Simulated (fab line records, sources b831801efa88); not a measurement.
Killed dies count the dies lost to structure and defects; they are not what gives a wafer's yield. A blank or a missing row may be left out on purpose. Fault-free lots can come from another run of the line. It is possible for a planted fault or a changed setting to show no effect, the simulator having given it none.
Which tool is to blame?	flow gf180mcu	Sampling: 7 lots, 21 wafers, 2 of 602 route steps

WHAT EACH GAUGE READ, for each wafer
GF_HV_LDD_TW_MEAS_38.
lot	measured	on	HV_LDD_3_TW
L848	day 12 00:52	film-metro-01	1426 1422 1428
L850	day 12 15:43	film-metro-02	1419 1425 1424
L854	day 14 00:37	film-metro-02	1430 1431 1425
L856	day 14 06:49	film-metro-01	1426 1429 1434
L859	day 15 12:25	film-metro-04	1426 1433 1431
L865	day 17 15:31	film-metro-01	1311 1312 1308
L867	day 18 09:34	film-metro-02	1330 1335 1330

WHAT TOOL EACH LOT RAN ON (gives the tool, then ch and the chambers of the sampled wafers, and finally the start)
lot	GF_HV_LDD_IMPLANT_36
L848	implanter-01 ch 0, day 12 00:37
L850	implanter-01 ch 0, day 12 15:29
L854	implanter-02 ch 0, day 14 00:22
L856	implanter-01 ch 0, day 14 06:34
L859	implanter-01 ch 0, day 15 12:10
L865	implanter-01 ch 0, day 17 15:17
L867	implanter-01 ch 0, day 18 09:19
- GF_HV_LDD_IMPLANT_36

THE ANSWER, worked out from the rows above alone
Rule: usual is defined by the lots themselves. Put in order of their means at a reading, lots are off if they are a third of the lots or fewer, leave a main group of 4 or more, and stand apart from it by a gap of 3 or more times the standard deviation of the main group's means; of several such gaps the widest counts. The tables above print the reading to a certain number of digits; a main group whose means all agree to those digits is not used. A lot without any number at a reading at which 4 lots or more have one is off too. Where the step has rows for the other lots, those lots are counted as sound.
Off: L865, L867, seen at GF_HV_LDD_TW_MEAS_38 (HV_LDD_3_TW). Main group: mean 1427, sd 2.8.
If a tool, at a process step before that reading, ran all the lots that are off and no sound lot after the first of them, it fits. The gauges at GF_HV_LDD_TW_MEAS_38 are tried like those tools. One fits: implanter-01 at GF_HV_LDD_IMPLANT_36. Its last sound lot is L859 (day 15 12:10), its first lot that is off L865 (day 17 15:17): a fault that began between those two fits.

WHAT WAS PUT IN BY THE SIMULATOR
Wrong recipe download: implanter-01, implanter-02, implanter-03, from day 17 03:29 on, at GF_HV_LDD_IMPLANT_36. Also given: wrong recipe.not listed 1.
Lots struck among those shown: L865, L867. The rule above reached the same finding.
